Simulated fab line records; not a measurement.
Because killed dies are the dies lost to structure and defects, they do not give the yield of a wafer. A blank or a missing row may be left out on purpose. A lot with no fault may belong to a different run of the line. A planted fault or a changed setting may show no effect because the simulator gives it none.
Code-filled problem report in 8D (eight disciplines) form	flow gf180mcu	the parts of the form that need people (team, actions taken, sign-off) are left out

== 1. THE PROBLEM ==
Wafers without a fault read 2500.0 W, standard deviation 0.51; cathodeDcPowerW at GF_V5_SPUTTER_21 reads a mean of 1968.3 W on 6 wafers belonging to 2 lots. That is -99 or more standard deviations from the usual mean.
The step: material Ti, target thk 15 nm, time 80.02 s.
Earliest sighting: wafer L134.1 on pvdSputter-04 at day 28 09:34. At this step, 39 wafers from 13 lots have a number in the record. Rule for "out" (also "out of limits"): further than 4 standard deviations from the usual mean. The rest of the wafers with a number are treated as sound.

== 2. WHAT IT IS; WHAT IT IS NOT ==
question	is	is not
which readings at this step	cathodeDcPowerW	throttleValvePct
which lots	L134, L136	L131, L132, L143, L144, L146, L147, L148, L149, L150, L152, L153
which wafers of those lots	all that have a number	-
read on which tools	pvdSputter-04	pvdSputter-01, pvdSputter-03
when	from day 28 09:34	up to then (6 sound wafers); but 27 sound wafers of L143, L144, L146, L147, L148, L149, L150, L152, L153 came after

== 3. SUSPECTS, AND WHAT RULES EACH OUT ==
Counting: any tool at a process step up to the reading is kept as a suspect provided that every lot that is out went through it and no sound lot did after the first of them.
- pvdSputter-04 at GF_V5_SPUTTER_21 (material Ti, target thk 15 nm, time 80.02 s): ruled out as a lasting fault. Sound lots L147, L148 ran on it after its first lot that is out, L134 (day 28 09:34).
Left after counting: nothing in the record.

== 4. THE CAUSE (what the simulator had put in) ==
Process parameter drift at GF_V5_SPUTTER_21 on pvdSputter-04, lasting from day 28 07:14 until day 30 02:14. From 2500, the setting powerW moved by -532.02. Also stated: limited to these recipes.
Counting ruled it out, wrongly.

== 5. SEQUENCE OF EFFECTS, ordered by route ==
Each row: a reading where the mean over the struck wafers with a number is more than 3 standard deviations away from the usual. Readings are gone through only where the record gives a usual standard deviation; hours: the median, over the lots, of the time from a lot's start at the first step in this table giving one to that lot's start at this step; sigmas: the change measured in usual standard deviations.
hours	step	reading	usual	on struck wafers	change	sigmas
0	GF_V5_SPUTTER_21	cathodeDcPowerW	2500.0 W	1968.3	-531.7	-99 or more
Process steps it contains:
- GF_V5_SPUTTER_21: material Ti, target thk 15 nm, time 80.02 s.

== 6. HOW IT WOULD HAVE BEEN CAUGHT EARLIER ==
First out-of-limits reading in this record: day 28 09:34, which is 2 hours after fault onset at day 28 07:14.
